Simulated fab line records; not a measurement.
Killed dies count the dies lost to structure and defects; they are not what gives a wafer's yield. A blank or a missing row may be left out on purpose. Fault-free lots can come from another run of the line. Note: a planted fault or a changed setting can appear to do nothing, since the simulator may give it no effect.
Which tool did it? | flow sky130 | 14 lots with 42 wafers sampled at 3 steps, on a route of 708 steps

== WHAT EACH GAUGE READ, for each wafer ==
SKY_VT_ADJUST_PCH_OVL_MEAS_07. Usual: VT_ADJUST_PCH_OVL -1.2 nm, standard deviation 1.2.
lot  | measured     | on         | VT_ADJUST_PCH_OVL (nm) | flag
L713 | day 10 09:29 | overlay-01 | -1.6 -0.2 -2.2         |
L714 | day 10 17:29 | overlay-02 | -3.5 -2.4 -1.3         |
L715 | day 10 23:29 | overlay-01 | -0.7 -1.3 -2.5         |
L720 | day 12 22:44 | overlay-01 | -1.4 -0.3 -2.1         |
L722 | day 13 02:51 | overlay-01 | -1.8 -3.1 -1.5         |
L723 | day 13 12:02 | overlay-01 | 0.5 0.1 -0.8           |
L724 | day 14 00:34 | overlay-01 | -2.7 -0.6 -0.6         |
L729 | day 15 13:41 | overlay-02 | -1.3 -0.4 -1.0         |
L730 | day 15 19:20 | overlay-01 | -2.5 -1.6 -2.0         |
L731 | day 16 11:38 | overlay-02 | -0.3 -3.3 0.4          |
L732 | day 16 15:32 | overlay-02 | -1.2 -0.9 0.5          |
L733 | day 17 09:31 | overlay-02 | -2.3 -0.7 -2.5         |
L735 | day 17 12:32 | overlay-02 | -0.3 -1.4 -0.6         |
L736 | day 17 19:18 | overlay-02 | -2.1 0.2 -0.9          |

SKY_VT_ADJUST_PCH_TW_MEAS_10. Usual: VT_ADJUST_PCH_TW 141.0, standard deviation 1.9.
lot  | measured     | on            | VT_ADJUST_PCH_TW  | flag
L713 | day 10 09:46 | film_metro-02 | 141.3 140.8 140.7 |
L714 | day 10 17:46 | film_metro-01 | 138.8 139.4 139.0 |
L715 | day 10 23:46 | film_metro-02 | 141.1 140.7 140.6 |
L720 | day 12 23:01 | film_metro-01 | 138.6 138.0 138.6 |
L722 | day 13 03:08 | film_metro-01 | 139.2 138.6 138.9 |
L723 | day 13 12:20 | film_metro-04 | 142.7 143.3 143.5 |
L724 | day 14 00:52 | film_metro-02 | 141.4 141.7 141.5 |
L729 | day 15 13:58 | film_metro-01 | 138.2 137.9 138.1 |
L730 | day 15 19:38 | film_metro-01 | 138.1 138.8 138.3 |
L731 | day 16 11:55 | film_metro-04 | 142.7 142.4 142.4 |
L732 | day 16 15:49 | film_metro-04 | 142.6 142.0 142.1 |
L733 | day 17 09:48 | film_metro-02 | 140.7 141.7 140.6 |
L735 | day 17 12:49 | film_metro-01 | 139.3 139.1 138.4 |
L736 | day 17 19:35 | film_metro-02 | 140.9 140.9 140.6 |

SKY_SONOS_TUNNEL_CD_MEAS_07: target cd 410 nm. Usual: cd_nm 410.3 nm, standard deviation 2.1.
lot  | measured     | on        | cd_nm (nm)        | flag
L713 | day 11 09:18 | cd_sem-02 | 412.2 412.8 411.4 |
L714 | day 11 16:42 | cd_sem-02 | 415.8 414.1 412.3 |
L715 | day 11 23:17 | cd_sem-02 | 408.0 406.9 409.0 |
L720 | day 13 22:50 | cd_sem-02 | 410.3 412.4 413.0 |
L722 | day 14 04:13 | cd_sem-01 | 407.5 408.4 408.1 |
L723 | day 14 13:46 | cd_sem-02 | 411.4 413.2 411.2 |
L724 | day 15 03:32 | cd_sem-02 | 406.7 406.4 406.1 |
L729 | day 16 17:14 | cd_sem-02 | 408.6 412.4 414.3 |
L730 | day 16 22:44 | cd_sem-02 | 408.5 407.5 408.7 |
L731 | day 17 15:16 | cd_sem-01 | 410.2 406.4 406.8 |
L732 | day 17 19:33 | cd_sem-02 | 410.5 408.8 412.1 |
L733 | day 18 13:08 | cd_sem-02 | 412.0 409.7 410.9 |
L735 | day 18 17:30 | cd_sem-02 | 410.0 411.9 410.4 |
L736 | day 19 01:16 | cd_sem-01 | 408.7 408.2 407.9 |

== WHICH TOOL RAN EACH LOT (tool, then ch and the chambers of the sampled wafers, then the start) ==
Before these readings, the record contains no process step.

== WHAT THE TOOLS THEMSELVES READ (means of the sampled wafers that have a number; where no wafer has one, the mark that the record gives instead) ==
The record holds no such reading with a usual standard deviation.

== THE ANSWER, worked out from the rows above alone ==
Rule: take the mean of a lot's wafers that have a number; if it is more than 3 standard deviations from the usual mean, the lot is off. A lot without any number at a reading at which 4 lots or more have one is off too. Any other lot the step has rows for is counted as sound. Order of review: gauges by route order, followed by the tools' own readings, for which a lot's mean as printed above is used. The first step at which some lot is off is used, and at that step the reading that is off furthest; a lot without a number counts as furthest.
None of the lots is off at any reading shown; this tells nothing.

== WHAT HAD BEEN PUT IN BY THE SIMULATOR ==
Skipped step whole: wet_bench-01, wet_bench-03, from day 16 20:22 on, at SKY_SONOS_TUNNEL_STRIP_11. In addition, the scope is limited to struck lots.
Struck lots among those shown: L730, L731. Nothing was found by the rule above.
